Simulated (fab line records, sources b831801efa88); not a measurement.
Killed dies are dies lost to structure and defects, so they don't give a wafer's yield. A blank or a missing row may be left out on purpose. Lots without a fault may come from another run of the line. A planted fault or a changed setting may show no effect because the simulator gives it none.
One fault seen from 2 desks | flow gf180mcu | each desk has only its own numbers; what lay behind them comes last

THE METROLOGY DESK
What the gauges read, lot by lot, whatever tool the lot ran on: means of the sampled wafers that have a number. A lot is out of limits, marked OUT, if its mean lies more than 4 standard deviations from the usual mean; the brackets give that distance.
Columns: A = TOP_METAL_ALCU_RS at GF_TOP_METAL_RS_MEAS_05, usual 0.0327 ohm/sq
lot  | first seen here | A
L818 | day 28 02:25    | 0.0329
L819 | day 28 08:32    | 0.0326
L821 | day 29 03:40    | 0.0328
L822 | day 29 13:09    | 0.0329
L823 | day 29 20:43    | 0.0325
L825 | day 30 12:19    | 0.0324
L824 | day 30 13:39    | 0.0325
L826 | day 30 17:52    | 0.0329
L827 | day 31 00:52    | 0.0326
L828 | day 31 03:17    | 0.0331
L831 | day 31 22:48    | 0.0328
L833 | day 32 11:40    | 0.0324
L838 | day 33 10:05    | 0.0329
This desk's finding: nothing out of limits on any of the 13 lots.

THE TOOL OWNER'S DESK: pecvd-02
The tool's own readings at GF_V1_CVD_02 (deposits SiO2 from TEOS, target thk 850 nm, time 94.851 s): means of the sampled wafers that have a number, for each lot that ran on this tool. A lot is out of limits, marked OUT, if its mean lies more than 4 standard deviations from the usual mean; the brackets give that distance.
Columns: A = heater_power_w at GF_V1_CVD_02, usual 690 W
lot  | first seen here | A
L819 | day 18 05:41    | 737
L823 | day 20 05:53    | 822
L824 | day 20 23:25    | 812
L826 | day 21 03:43    | 664
L828 | day 21 16:37    | 804
L831 | day 22 19:30    | 802
L833 | day 23 10:28    | 655
L838 | day 24 19:01    | 752
This desk's finding: nothing out of limits on any of the 8 lots.

PUT TOGETHER
The metrology desk saw nothing out of limits.
The tool owner's desk saw nothing out of limits.

WHAT THE SIMULATOR HAD PUT IN
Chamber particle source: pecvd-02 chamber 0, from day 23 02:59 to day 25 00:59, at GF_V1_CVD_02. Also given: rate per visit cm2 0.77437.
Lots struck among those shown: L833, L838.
